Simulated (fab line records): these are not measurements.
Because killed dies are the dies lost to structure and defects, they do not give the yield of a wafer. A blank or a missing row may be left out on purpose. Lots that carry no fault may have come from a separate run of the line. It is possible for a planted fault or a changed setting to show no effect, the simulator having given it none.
fab line records | flow sky130
[record] lots = 10 wafers = 30 lastDay = 50
route steps=708 shown METAL4@601 CAP2M@605 VIA4@657 PAD_OPEN@708
lots with no fault: from the same line, run without faults
startH: start of the lot's first displayed wafer, in hours after the record's first day | waitH: hours from the lot's prior step to this one | " as in the row above | L1.1+2: a single row standing in for several wafers | - no value, or no start was given | * or withheld: withheld | < > ~ a bound
route shown NAME@n: NAME is a module with steps in the file, n the number in the route of the first one | usual: mean/standard deviation taken from wafers without a fault | same: alike in all rows | chamber/n: place in a boat | sites: readings site by site | _std_site: the standard deviation of these | _edge_site: outer sites' mean less inner sites' | radiusMm: for every site, how far away it sits from the centre of the wafer | mask NAME#n: copy n | behind: the last tool/chamber to shape the wafer | hold: what put the lot on hold/how long, in hours/how the hold closed | device: whichever transistor did not switch (one of n, p or np) | end of line: at the end of the route, the tests of the same wafers | a step with no rows: only its recipe | killed: not the wafer's yield, but the dies lost to structure and defects at the first sort | map: a wafer's dies, x killed, . not, _ none there
set.NAME: the setting that was run; set.NAME@STEP: the one run at that earlier step | model.NAME: the simulator's own value behind a step, which no gauge read
the route's steps for a sample of lots (tables are steps, rows are wafers)
services: when a tool's chamber went out of use (startH, in hours from the record's first day, below 0 if earlier), for how many hours, and the reason
[[steps]]
[step SKY_METAL4_SPUTTER_03]
[recipe] material = Ti targetThkNm = 5 powerW = 3000 timeS = 3.3 chamberPressurePa = 0.4
[usual] cathodeDcPowerW = 3000.1/0.55 throttleValvePct = 29.6/0.86
// columns lot.wafer tool chamber startH waitH cathodeDcPowerW throttleValvePct
L841.2 pvdSputter-01 - 921.96 0.0 3001.3 29.0
L841.3 " - " " 2999.8 28.6
L841.6 " - " " 3000.7 28.9
L843.1 pvdSputter-01 - 964.08 0.0 3000.9 28.8
L843.2 " - " " 2999.2 30.5
L843.4 " - " " 3000.3 28.7
L845.1 pvdSputter-01 - 1036.26 0.0 2999.7 28.9
L845.2 " - " " 3000.1 29.0
L845.6 " - " " 3000.4 28.8
L849.1 pvdSputter-01 - 1036.77 0.0 2999.7 29.0
L849.4 " - " " 3000.2 28.5
L849.5 " - " " 2999.5 28.8
L852.1 pvdSputter-04 - 1039.39 0.0 3000.2 30.0
L852.3 " - " " 2999.3 29.1
L852.4 " - " " 3000.1 29.6
L853.1 pvdSputter-01 - 1043.25 0.0 3000.4 30.6
L853.3 " - " " 3000.3 28.7
L853.4 " - " " 3000.1 28.6
L856.1 pvdSputter-02 - 1044.21 0.0 3000.6 29.0
L856.4 " - " " 2999.1 29.7
L856.5 " - " " 2999.4 30.9
L857.1 pvdSputter-04 - 1044.54 0.0 3001.1 30.1
L857.2 " - " " 3000.3 29.7
L857.4 " - " " 2999.4 30.7
L860.1 pvdSputter-01 - 1054.34 0.0 2999.8 30.8
L860.3 " - " " 2999.4 28.6
L860.6 " - " " 3000.6 30.7
L862.2 pvdSputter-04 - 1063.21 0.0 2999.3 29.8
L862.4 " - " " 3000.7 30.6
L862.5 " - " " 2999.3 30.0
[step SKY_CAP2M_SPUTTER_02]
[recipe] material = TiN targetThkNm = 200 tempC = 300 powerW = 6500 timeS = 166.7 chamberPressurePa = 0.4
[usual] cathodeDcPowerW = 6500.0/1.3 throttleValvePct = 30.2/0.93
// columns lot.wafer tool chamber startH waitH cathodeDcPowerW throttleValvePct
L841.2 pvdSputter-02 - 922.11 0.0 6499.8 29.7
L841.3 " - " " 6500.3 30.9
L841.6 " - " " 6504.0 29.1
L843.1 pvdSputter-04 - 964.28 0.1 6500.1 29.8
L843.2 " - " " 6496.2 29.1
L843.4 " - " " 6498.4 30.1
L845.1 pvdSputter-04 - 1036.41 0.1 6501.1 28.8
L845.2 " - " " 6498.6 29.9
L845.6 " - " " 6500.5 29.9
L849.1 pvdSputter-04 - 1036.92 0.1 6499.8 29.8
L849.4 " - " " 6501.5 30.2
L849.5 " - " " 6501.5 29.7
L852.1 pvdSputter-03 - 1039.54 0.1 6499.3 31.7
L852.3 " - " " 6499.7 30.0
L852.4 " - " " 6502.5 31.4
L853.1 pvdSputter-04 - 1043.40 0.1 6501.0 30.2
L853.3 " - " " 6499.1 29.8
L853.4 " - " " 6497.9 30.6
L856.1 pvdSputter-03 - 1044.36 0.1 6498.7 31.9
L856.4 " - " " 6502.2 30.1
L856.5 " - " " 6500.8 32.0
L857.1 pvdSputter-02 - 1044.69 0.1 6500.6 31.1
L857.2 " - " " 6497.7 29.6
L857.4 " - " " 6499.2 29.2
L860.1 pvdSputter-04 - 1054.49 0.1 6499.6 28.9
L860.3 " - " " 6501.1 30.1
L860.6 " - " " 6499.7 28.9
L862.2 pvdSputter-02 - 1063.36 0.0 6500.6 30.7
L862.4 " - " " 6498.3 29.1
L862.5 " - " " 6500.3 31.1
[step SKY_CAP2M_OVL_MEAS_12]
[usual] CAP2M_OVL = -0.4/1.7
// columns lot.wafer tool chamber startH waitH CAP2M_OVL[nm]
L841.2 overlay-01 - 945.72 0.1 -0.6
L841.3 " - " " -2.1
L841.6 " - " " -1.0
L843.1 overlay-02 - 986.66 0.1 -0.8
L843.2 " - " " 0.7
L843.4 " - " " 0.1
L845.1 overlay-01 - 1057.31 0.1 -1.6
L845.2 " - " " -1.2
L845.6 " - " " -1.2
L849.1 overlay-02 - 1058.19 0.1 3.1
L849.4 " - " " 2.5
L849.5 " - " " 0.8
L852.1 overlay-02 - 1061.06 0.1 -2.0
L852.3 " - " " -3.2
L852.4 " - " " -2.1
L853.1 overlay-01 - 1063.91 0.1 -0.9
L853.3 " - " " -1.3
L853.4 " - " " -2.9
L856.1 overlay-01 - 1065.01 0.1 -4.6
L856.4 " - " " -3.0
L856.5 " - " " -1.7
L857.1 overlay-01 - 1065.81 0.1 -0.5
L857.2 " - " " -1.0
L857.4 " - " " -2.2
L860.1 overlay-02 - 1075.61 0.1 -1.1
L860.3 " - " " 0.3
L860.6 " - " " -1.5
L862.2 overlay-01 - 1084.40 0.1 -0.4
L862.4 " - " " -0.2
L862.5 " - " " 0.8
[step SKY_VIA4_CVD_18]
[recipe] material = W targetThkNm = 505 timeS = 152.14 tempC = 400 pressureTorr = 40
[usual] heaterPowerW = 781/61
// columns lot.wafer tool chamber startH waitH heaterPowerW
L841.2 cvdW-01 0 995.03 0.0 702
L841.3 " 1 " " 762
L841.6 " 0 " " 695
L841.2 cvdW-01 0 995.35 0.3 692
L841.3 " 1 " " 738
L841.6 " 0 " " 689
L843.1 cvdW-02 1 1036.33 0.1 857
L843.2 " 0 " " 744
L843.4 " 1 " " 840
L843.1 cvdW-02 1 1036.80 0.4 871
L843.2 " 0 " " 736
L843.4 " 1 " " 860
L845.1 cvdW-01 0 1102.16 0.0 701
L845.2 " 1 " " 769
L845.6 " 0 " " 700
L845.1 cvdW-01 0 1102.60 0.4 686
L845.2 " 1 " " 742
L845.6 " 0 " " 698
L849.1 cvdW-02 0 1102.33 0.0 756
L849.4 " 0 " " 754
L849.5 " 1 " " 853
L852.1 cvdW-02 1 1105.60 0.0 843
L852.3 " 0 " " 740
L852.4 " 1 " " 861
L856.1 cvdW-02 1 1108.47 0.0 858
L856.4 " 0 " " 748
L856.5 " 0 " " 749
L853.1 cvdW-01 0 1108.51 0.0 699
L853.3 " 0 " " 702
L853.4 " 1 " " 771
L857.1 cvdW-01 0 1110.07 0.0 690
L857.2 " 1 " " 756
L857.4 " 1 " " 770
L860.1 cvdW-02 0 1118.18 0.0 760
L860.3 " 1 " " 853
L860.6 " 1 " " 861
L862.2 cvdW-02 1 1127.54 0.0 865
L862.4 " 0 " " 733
L862.5 " 1 " " 847
[step SKY_VIA4_RS_MEAS_19]
[recipe] thkMeasGauge = four-point-probe reads = W_of_VIA4_CVD_18+TiN_of_VIA4_SPUTTER_17
[usual] VIA4_W_RS = 0.226/0.0035
// columns lot.wafer tool chamber startH waitH VIA4_W_RS[ohm/sq]
L841.2 filmMetro-02 - 995.52 0.1 0.112
L841.3 " - " " 0.114
L841.6 " - " " 0.113
L843.1 filmMetro-03 - 1036.98 0.1 0.113
L843.2 " - " " 0.111
L843.4 " - " " 0.113
L849.1 filmMetro-03 - 1102.49 0.1 0.223
L849.4 " - " " 0.223
L849.5 " - " " 0.227
L845.1 filmMetro-01 - 1102.75 0.1 0.113
L845.2 " - " " 0.113
L845.6 " - " " 0.112
L852.1 filmMetro-01 - 1105.75 0.1 0.227
L852.3 " - " " 0.220
L852.4 " - " " 0.229
L856.1 filmMetro-01 - 1108.63 0.1 0.229
L856.4 " - " " 0.224
L856.5 " - " " 0.222
L853.1 filmMetro-02 - 1108.66 0.1 0.228
L853.3 " - " " 0.231
L853.4 " - " " 0.234
L857.1 filmMetro-01 - 1110.22 0.1 0.226
L857.2 " - " " 0.227
L857.4 " - " " 0.226
L860.1 filmMetro-03 - 1118.33 0.1 0.222
L860.3 " - " " 0.228
L860.6 " - " " 0.231
L862.2 filmMetro-01 - 1127.71 0.1 0.230
L862.4 " - " " 0.225
L862.5 " - " " 0.233
[step SKY_VIA4_THK_MEAS_20]
[recipe] thkMeasGauge = xrf reads = W_of_VIA4_CVD_18
[usual] VIA4_W_THK = 499/9.6
// columns lot.wafer tool chamber startH waitH VIA4_W_THK[nm]
L841.2 filmMetro-02 - 995.63 0.1 -
L841.3 " - " " 987
L841.6 " - " " 984
L843.1 filmMetro-03 - 1037.11 0.1 998
L843.2 " - " " -
L843.4 " - " " -
L849.1 filmMetro-03 - 1102.61 0.1 516
L849.4 " - " " 512
L849.5 " - " " 502
L845.1 filmMetro-01 - 1102.87 0.1 968
L845.2 " - " " 961
L845.6 " - " " 972
L852.1 filmMetro-01 - 1105.87 0.1 491
L852.3 " - " " 508
L852.4 " - " " 486
L856.1 filmMetro-01 - 1108.75 0.1 487
L856.4 " - " " 499
L856.5 " - " " 501
L853.1 filmMetro-02 - 1108.78 0.1 493
L853.3 " - " " 486
L853.4 " - " " 482
L857.1 filmMetro-01 - 1110.34 0.1 495
L857.2 " - " " 493
L857.4 " - " " 495
L860.1 filmMetro-03 - 1118.45 0.1 514
L860.3 " - " " 502
L860.6 " - " " 495
L862.2 filmMetro-01 - 1127.82 0.1 487
L862.4 " - " " 496
L862.5 " - " " 480
[step SKY_VIA4_CMP_21]
[recipe] stopOn = SiO2 tOverpolishS = 25 downForcePsi = 3.5 platenRpm = 60 targetThkNm = 0 padVelocityMS = 0.94248
[usual] motorCurrentA = 11.0/1.1 overpolishRunS = 25.000/0.0091 timeToEndpointS = 124/6
// columns lot.wafer tool chamber startH waitH motorCurrentA overpolishRunS timeToEndpointS
L841.3 cmp-02 3 995.68 0.0 11.9 25.006 256
L841.2 " 2 " " 10.9 24.990 241
L841.6 " 0 " " 9.4 24.988 266
L843.4 cmp-01 1 1037.39 0.2 10.1 24.990 247
L843.2 " 2 " " 12.4 24.997 245
L843.1 " 3 " " 10.7 25.000 240
L849.1 cmp-02 2 1102.79 0.2 11.2 25.010 119
L849.4 " 3 " " 11.7 24.994 129
L849.5 " 3 " " 11.0 25.012 130
L845.2 cmp-01 2 1103.20 0.3 13.1 25.008 244
L845.1 " 0 " " 11.3 25.000 241
L845.6 " 2 " " 12.5 24.986 242
L852.3 cmp-01 3 1105.98 0.1 11.0 25.012 129
L852.1 " 0 " " 12.3 25.009 124
L852.4 " 1 " " 10.1 25.002 126
L856.1 cmp-02 2 1108.94 0.2 11.7 24.992 114
L856.4 " 0 " " 10.2 24.998 131
L856.5 " 1 " " 9.9 24.976 117
L853.3 cmp-01 2 1108.97 0.2 13.1 25.009 118
L853.1 " 3 " " 10.9 24.986 118
L853.4 " 1 " " 10.6 25.010 117
L857.1 cmp-02 0 1110.45 0.1 10.2 25.002 133
L857.4 " 1 " " 10.3 25.008 120
L857.2 " 2 " " 10.3 25.027 118
L860.1 cmp-02 1 1118.51 0.1 10.2 24.992 118
L860.3 " 3 " " 11.1 25.001 126
L860.6 " 2 " " 10.8 25.011 111
L862.2 cmp-02 0 1128.06 0.2 9.7 24.980 131
L862.4 " 1 " " 9.9 24.981 120
L862.5 " 2 " " 11.2 25.004 117
[step SKY_PAD_OPEN_PROBE_99]
[usual] defectLimitedYield = 82.8/2 killed_at_M0_to_M3 = 42/7.3 killed_at_M4_up = 3.4/2 killedAtContacts = 24/5.8 killedAtFrontEnd = 15/4.6 killedAtOther = 0.3/0.62 killedDies = 84/9.8 killedOpen = 47/6.9 killedShort = 38/6.3 sort_bin_3_pad_short = 0.8/0.38 sort_bin_5_function = 10.2/1.5 sort_bin_6_memory = 6.2/1.1 sortNPass = 408/9.8 sortYieldPct = 82.8/2
[same] grossDies = 492 killedAtBackSide = 0 sort_bin_4_leakage[%] = 0 sort_bin_8_speed[%] = 0
// columns lot.wafer tool chamber startH waitH defectLimitedYield[%] killed_at_M0_to_M3 killed_at_M4_up killedAtContacts killedAtFrontEnd killedAtOther killedDies killedOpen killedShort sort_bin_3_pad_short[%] sort_bin_5_function[%] sort_bin_6_memory[%] sortNPass sortYieldPct[%]
L845.1 prober-02 - 1166.70 0.1 82.7 28 3 37 14 3 85 49 36 0.6 9.3 7.3 407 82.7
L845.2 prober-02 - 1166.75 0.1 84.1 38 8 20 12 0 78 45 33 0.8 9.1 5.9 414 84.1
L845.6 prober-02 - 1166.95 0.2 85.0 38 2 22 12 0 74 46 28 0.6 8.7 5.7 418 85.0
L853.1 prober-02 - 1172.95 0.1 85.2 44 4 17 8 0 73 39 34 1.2 7.9 5.7 419 85.2
L853.3 prober-02 - 1173.05 0.2 81.9 41 5 21 22 0 89 55 34 1.2 12.0 4.9 403 81.9
L853.4 prober-02 - 1173.10 0.2 80.5 52 2 29 13 0 96 52 44 0.4 12.0 7.1 396 80.5
L862.2 prober-01 - 1189.06 0.1 83.5 43 3 22 13 0 81 45 36 0.8 10.6 5.1 411 83.5
L862.4 prober-01 - 1189.16 0.2 83.7 40 5 18 17 0 80 46 34 0.4 9.3 6.5 412 83.7
L862.5 prober-01 - 1189.21 0.2 80.3 47 2 27 19 2 97 61 36 0.6 12.4 6.7 395 80.3
// killed by level:class
L845.1 LI_CONTACT:geometricParticle:open=13 CONTACT:geometricParticle:open=8 LOCAL_INTERCONNECT:geometricParticle:short=6 CONTACT:geometricParticle:short=6 VIA1:geometricParticle:open=6 POLY_GATE:geometricParticle:short=5 VIA3:geometricParticle:open=5 FIELD_ISO:geometricParticle:open=4
L845.2 VIA2:geometricParticle:open=10 VIA1:geometricParticle:open=9 METAL4:geometricParticle:short=8 LI_CONTACT:geometricParticle:open=6 CONTACT:geometricParticle:open=6 VIA3:geometricParticle:open=4 FIELD_ISO:geometricParticle:open=3 FIELD_ISO:geometricParticle:short=3
L845.6 CONTACT:geometricParticle:open=10 VIA3:geometricParticle:open=8 VIA1:geometricParticle:open=7 VIA2:geometricParticle:open=6 LI_CONTACT:geometricParticle:open=5 POLY_GATE:geometricParticle:short=4 METAL1:geometricParticle:short=4 VIA2:geometricParticle:short=4
L853.1 VIA1:geometricParticle:open=8 CONTACT:geometricParticle:open=7 METAL2:geometricParticle:short=5 VIA2:geometricParticle:open=5 VIA3:geometricParticle:open=5 LI_CONTACT:geometricParticle:open=4 VIA1:geometricParticle:short=4 VIA2:geometricParticle:short=4
L853.3 VIA1:geometricParticle:open=11 CONTACT:geometricParticle:open=10 FIELD_ISO:geometricParticle:open=8 POLY_GATE:geometricParticle:open=5 METAL2:geometricParticle:short=5 VIA2:geometricParticle:open=5 VIA3:geometricParticle:open=5 FIELD_ISO:geometricParticle:short=4
L853.4 CONTACT:geometricParticle:open=10 VIA3:geometricParticle:open=9 LI_CONTACT:geometricParticle:open=8 VIA1:geometricParticle:open=7 VIA2:geometricParticle:open=7 METAL1:geometricParticle:short=7 VIA1:geometricParticle:short=6 METAL2:geometricParticle:short=6
L862.2 VIA2:geometricParticle:open=10 VIA1:geometricParticle:open=8 FIELD_ISO:geometricParticle:open=6 LI_CONTACT:geometricParticle:open=6 LOCAL_INTERCONNECT:geometricParticle:short=5 CONTACT:geometricParticle:open=5 VIA3:geometricParticle:open=5 POLY_GATE:geometricParticle:short=4
L862.4 VIA1:geometricParticle:open=13 METAL2:geometricParticle:short=7 FIELD_ISO:geometricParticle:open=6 POLY_GATE:geometricParticle:open=5 CONTACT:geometricParticle:open=5 VIA3:geometricParticle:open=5 LI_CONTACT:geometricParticle:open=4 VIA1:geometricParticle:short=4
L862.5 CONTACT:geometricParticle:open=13 VIA2:geometricParticle:open=10 LI_CONTACT:geometricParticle:open=9 VIA3:geometricParticle:open=8 FIELD_ISO:geometricParticle:short=6 FIELD_ISO:geometricParticle:open=6 VIA1:geometricParticle:open=6 METAL2:geometricParticle:short=5
[[services]]
// columns tool chamber startH hours kind
cvdW-01 - 902.20 6.9 pm
cvdW-02 - 904.00 14.0 pm
cmp-01 - 912.01 4.0 pm
cvdW-02 - 918.00 4.3 pm
pvdSputter-01 - 946.49 1.5 repair
cmp-01 - 971.82 1.0 repair
cmp-01 - 975.98 3.0 repair
pvdSputter-02 - 982.26 3.6 repair
cvdW-02 - 1005.66 2.8 pm
cmp-02 - 1008.72 4.3 pm
pvdSputter-04 - 1020.20 3.7 repair
cvdW-01 - 1028.83 0.9 repair
cvdW-01 - 1029.77 28.1 pm
cmp-01 - 1050.40 1.1 repair
pvdSputter-02 - 1054.30 2.3 repair
cvdW-02 0 1059.97 10.6 repair
pvdSputter-02 - 1061.65 1.5 repair
cmp-01 - 1062.40 1.6 repair
cmp-01 - 1063.49 0.7 repair
cmp-02 - 1070.42 0.4 repair
cmp-02 - 1084.04 4.0 pm
cvdW-01 0 1089.97 2.4 repair
pvdSputter-01 - 1116.66 6.5 repair
cvdW-02 0 1122.67 1.3 repair
[[key]]
[firstSign] step = SKY_VIA4_CVD_18 reading = visit direction = added
[effect] step = SKY_VIA4_RS_MEAS_19 reading = VIA4_W_RS direction = down sigmas = 32 usual = 0.226 struck = 0.113
[effect] step = SKY_VIA4_THK_MEAS_20 reading = VIA4_W_THK direction = up sigmas = 50 usual = 499 struck = 978
[effect] step = SKY_VIA4_CMP_21 reading = timeToEndpointS direction = up sigmas = 21 usual = * struck = *
metAt SKY_VIA4_CVD_18
struckLots L841,L843,L845
notActingAt SKY_METAL4_SPUTTER_03,SKY_CAP2M_SPUTTER_02,SKY_CAP2M_OVL_MEAS_12
[fault] kind = repeatedStepWhole tool = cvdW-01,cvdW-02 chamber = - onsetH = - steps = SKY_VIA4_CVD_18 times = 1 scope = struckLotsOnly
